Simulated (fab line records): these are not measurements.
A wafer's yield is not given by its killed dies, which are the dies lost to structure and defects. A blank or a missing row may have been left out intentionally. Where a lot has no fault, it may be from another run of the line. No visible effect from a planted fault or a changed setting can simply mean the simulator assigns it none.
A struck lot beside a sound one | flow sky130 | 15 steps out of a route of 708
Sound: these wafers, L146.4, L146.5, L146.6. Struck: wafers L164.2, L164.3, L164.6. Last of all comes the cause.
Each step with rows lists, per side, the tool, then ch with its chambers, then its first start. Under that, the readings that differ: sound wafers | struck wafers | difference of the means | sigmas: that difference in standard deviations of wafers without a fault.
alike: readings whose means differ by less than 2 such deviations, and words and numbers that are the same on both sides. not compared: withheld readings, readings that some wafer has no value for, bounds like >300 that may hide the same value, and numbers for which the record gives no deviation and whose values overlap.
The two part at a step that has a row with sigmas, a row that says differs or no value, or rows on one side only. When numbers do not overlap yet have no deviation, they are printed without sigmas and do not part them. Lack of a reading on every wafer of one side parts them only where that side has two or more wafers.

SKY_CAPM_SPUTTER_02: material TiN, target thk 200 nm, time 166.7 s.
  sound on pvd_sputter-04, day 37 07:19; struck on pvd_sputter-04, day 43 05:05
  alike: throttle_valve_pct
SKY_CAPM_RS_MEAS_03: measures by four-point-probe.
  sound on film_metro-04, day 37 07:29; struck on film_metro-03, day 43 05:13
  alike: CAPM_TIN_RS
SKY_CAPM_THK_MEAS_04: measures by xrf.
  sound on film_metro-04, day 37 07:35; struck on film_metro-03, day 43 05:20
  alike: CAPM_TIN_THK
then, 7 steps without rows for these wafers: SKY_CAPM_DEHYDRATE_05 (time 60 s); SKY_CAPM_HMDS_06 (prime time 60 s); SKY_CAPM_COAT_07 (resist thk 1140 nm); SKY_CAPM_SOFTBAKE_08 (time 60 s); SKY_CAPM_EXPOSE_09 (exposes mask CAPM, target cd 1000 nm); SKY_CAPM_PEB_10; SKY_CAPM_DEVELOP_11 (develop time 60 s).
SKY_CAPM_OVL_MEAS_12:
  sound on overlay-02, day 38 08:23; struck on overlay-02, day 44 03:07
  alike: CAPM_OVL
SKY_CAPM_METAL_ETCH_13: etches TiN in Cl2/BCl3, stops on SiO2, target depth 220 nm, time 62.9 s.
  sound on rie_metal-02 ch 0,1, day 38 08:26; struck on rie_metal-01 ch 0, day 44 03:10
  alike: drypump_motor_current_A, oes_product_au, rf_fwd_power_W, throttle_valve_pct
  not compared: rf_hours_counter_h
SKY_CAPM_STRIP_14: strips in O2/N2.
  sound on plasma_asher-04 ch 0,1, day 38 08:31; struck on plasma_asher-01 ch 0,1, day 44 03:17
  no value came back on the struck wafers for chamber_pressure_mTorr (mTorr), drypump_motor_current_A (A), oes_product_au (a.u.), strip_time_to_endpoint_s (s); on the sound wafers chamber_pressure_mTorr (mTorr) reads 1498.5 1500.8 1497.1
  reading                                   | sound | struck          | difference | sigmas
  model.NOVOLAK_of_CAPM_COAT_07.thk_nm (nm) | 0 0 0 | 989.5 991 987.9 | +989.5     |
  not compared: rf_hours_counter_h
then, 1 step without rows for these wafers: SKY_CAPM_STRIP_15 (strips in post etch residue remover, time 1200 s).
-- the record jumps here: 7 days lie between the struck wafers' starts before and after (it left off in module CAPM and takes up again in module PAD_OPEN, whose first step shown is number 708 of the route) --
SKY_PAD_OPEN_PROBE_99:
  record: rows for the struck wafers here (prober-02, day 50 23:16), none for the sound ones

== WHERE THEY PART ==
Last at SKY_PAD_OPEN_PROBE_99 as far as this record goes, first at SKY_CAPM_STRIP_14.

WHY: what the simulator had put in
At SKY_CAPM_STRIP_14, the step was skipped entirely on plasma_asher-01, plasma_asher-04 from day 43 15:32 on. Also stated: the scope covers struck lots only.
